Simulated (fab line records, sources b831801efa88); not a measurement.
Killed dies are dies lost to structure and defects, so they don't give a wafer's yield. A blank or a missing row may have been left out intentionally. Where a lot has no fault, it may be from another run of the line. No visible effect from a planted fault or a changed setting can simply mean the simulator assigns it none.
A lot that was struck, set against a sound lot + flow sky130 + 23 steps out of a route of 708
Sound: wafers L556.1, L556.2, L556.4. Wafers L567.1, L567.4, L567.5 were the ones struck. The cause is given at the end.
At each step with rows: each side's tool, then ch and its chambers, then its first start. Under that, the readings that differ: sound wafers + struck wafers + difference of the means + sigmas: that difference in standard deviations of wafers without a fault.
alike: words and numbers the same on both sides, and readings whose means are apart by under 2 such deviations; not compared: readings that were withheld, readings missing a value for some wafer, numbers with overlapping values and no deviation given by the record, and bounds like >300 which may hide the same value.
Wherever a step has rows on one side only, a row that says differs or no value, or a row with sigmas, the two part there. Non-overlapping numbers with no deviation appear without sigmas and do not part them. A reading that every wafer of one side lacks parts them only if that side has two wafers or more.

first, 2 steps without rows for these wafers: SKY_LOCAL_INTERCONNECT_CLEAN_17 (cleans in IPA, time 180 s); SKY_LOCAL_INTERCONNECT_CLEAN_18 (cleans in O3/DIW).
SKY_CONTACT_CVD_00: deposits Si3N4, target thk 75 nm.
  sound on pecvd-04 ch 0,1,2, day 31 00:25; struck on pecvd-02 ch 0,1, day 34 16:47
  alike: heater_power_w
SKY_CONTACT_THK_MEAS_01:
  sound on film_metro-01, day 31 00:27; struck on film_metro-01, day 34 16:50
  alike: CONTACT_CVD_00_THK
then, 1 step without rows for these wafers: SKY_CONTACT_HDPCVD_02 (deposits SiO2, target thk 565 nm, time 94.2 s).
SKY_CONTACT_THK_MEAS_03:
  sound on film_metro-03, day 31 00:35; struck on film_metro-03, day 34 16:58
  alike: CONTACT_HDPCVD_THK
SKY_CONTACT_CMP_04: polishes SiO2.
  sound on cmp-01 ch 0,2,3, day 31 00:38; struck on cmp-01 ch 1,2,3, day 34 17:07
  alike: motor_current_A, time_to_endpoint_s
SKY_CONTACT_BOW_MEAS_05:
  sound on film_metro-01, day 31 00:56; struck on film_metro-03, day 34 17:19
  alike: CONTACT_BOW
then, 4 steps without rows for these wafers: SKY_CONTACT_DEHYDRATE_06 (time 60 s); SKY_CONTACT_HMDS_07 (prime time 60 s); SKY_CONTACT_COAT_08 (resist thk 60 nm); SKY_CONTACT_COAT_09 (resist thk 450 nm).
SKY_CONTACT_SOFTBAKE_10: time 90 s.
  sound on litho_track-04 ch 0, day 31 14:00; struck on litho_track-02 ch 0, day 35 06:00
| reading                                        | sound              | struck               | difference | sigmas |
|------------------------------------------------|--------------------|----------------------|------------|--------|
| heater_power_total_W (W)                       | 57.22 57.26 57.40  | 65.07 64.72 65.00    | +7.64      | +64    |
| plate_temp_C (C)                               | 99.98 100.02 99.81 | 109.61 109.50 109.55 | +9.62      | +87    |
| model.KrF-thick_of_CONTACT_COAT_09.thk_nm (nm) | 451.5 451.6 451.6  | 445.5 446.7 444.2    | -6.1       |        |
  alike: chill_plate_temp_C
then, 3 steps without rows for these wafers: SKY_CONTACT_EXPOSE_11 (exposes mask CTM1, target cd 170 nm); SKY_CONTACT_PEB_12; SKY_CONTACT_DEVELOP_13 (develop time 60 s).
SKY_CONTACT_CD_MEAS_14: target cd 170 nm.
  sound on cd_sem-01, day 32 04:06; struck on cd_sem-02, day 35 19:52
| reading    | sound             | struck            | difference | sigmas |
|------------|-------------------|-------------------|------------|--------|
| cd_nm (nm) | 168.3 168.1 169.8 | 176.1 176.0 177.8 | +7.9       | +6     |
  not compared: hold
SKY_CONTACT_OVL_MEAS_15:
  sound on overlay-02, day 32 04:13; struck on overlay-02, day 35 22:47
| reading | sound | struck                                                                     | difference                   | sigmas |
|---------|-------|----------------------------------------------------------------------------|------------------------------|--------|
| hold    | - - - | await_dispo/2.8h/release await_dispo/2.8h/release await_dispo/2.8h/release | no value on the sound wafers |        |
  alike: CONTACT_OVL
SKY_CONTACT_ETCH_16: etches BARC in N2/H2, stops on SiO2, time 45.9 s, target depth 60 nm.
  sound on rie_diel-04 ch 0,1,2, day 32 04:15; struck on rie_diel-04 ch 0,1,3, day 35 22:49
| reading                  | sound             | struck            | difference | sigmas |
|--------------------------|-------------------|-------------------|------------|--------|
| model.CONTACT.cd_nm (nm) | 168.5 168.8 169.3 | 175.8 176.3 177.4 | +7.6       |        |
  alike: drypump_motor_current_A, oes_product_au, throttle_valve_pct
  not compared: rf_hours_counter_h
SKY_CONTACT_ETCH_17: etches SiO2 in C4F8/O2/Ar, stops on Si3N4, target depth 340 nm.
  sound on rie_diel-04 ch 0,1,2, day 32 04:17; struck on rie_diel-04 ch 0,1,3, day 35 22:52
  alike: oes_product_au
SKY_CONTACT_ETCH_18: etches Si3N4 in CHF3/O2, stops on TiN, time 39 s, target depth 75 nm.
  sound: rie_diel-04 ch 0,1,2; struck: rie_diel-04 ch 0,1,3
| reading                                        | sound             | struck            | difference | sigmas |
|------------------------------------------------|-------------------|-------------------|------------|--------|
| model.CONTACT.cd_nm (nm)                       | 168.6 169 169.6   | 175.8 176 177.2   | +7.3       |        |
| model.KrF-thick_of_CONTACT_COAT_09.thk_nm (nm) | 244.1 240.2 242.6 | 237.5 237.3 235.3 | -5.6       |        |
  alike: chf3_flow_sccm, drypump_motor_current_A, oes_product_au, throttle_valve_pct
  not compared: rf_hours_counter_h
SKY_CONTACT_STRIP_19: strips in O2/N2.
  sound on plasma_asher-02 ch 0,1, day 32 04:23; struck on plasma_asher-02 ch 0, day 35 22:57
| reading                      | sound             | struck            | difference | sigmas |
|------------------------------|-------------------|-------------------|------------|--------|
| strip_time_to_endpoint_s (s) | 3.635 3.584 3.599 | 3.556 3.569 3.524 | -0.056     | -2     |
  alike: drypump_motor_current_A, oes_product_au
  not compared: rf_hours_counter_h
-- the record jumps here: 13 days lie between the struck wafers' starts before and after (it left off in module CONTACT and takes up again in module PAD_OPEN, whose first step shown is number 708 of the route) --
SKY_PAD_OPEN_PROBE_99:
  sound on prober-02, day 46 05:43; struck on prober-01, day 48 21:46
| reading                       | sound             | struck            | difference | sigmas |
|-------------------------------|-------------------|-------------------|------------|--------|
| model.etest.mcon_chain.rc_ohm | 16.79 17.06 17.36 | 16.22 16.37 15.62 | -1.00      |        |
  alike: killed_at_M0_to_M3, killed_at_M4_up, killed_at_contacts, killed_at_front_end, killed_at_other, killed_dies, killed_open, killed_short

== WHERE THEY PART ==
Earliest at SKY_CONTACT_SOFTBAKE_10; latest, in this record, at SKY_CONTACT_STRIP_19. Later steps at which nothing parts them and some readings are alike: SKY_PAD_OPEN_PROBE_99.

WHY: what had been put in by the simulator
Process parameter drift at SKY_CONTACT_SOFTBAKE_10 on litho_track-02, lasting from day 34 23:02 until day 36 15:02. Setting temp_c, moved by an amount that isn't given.
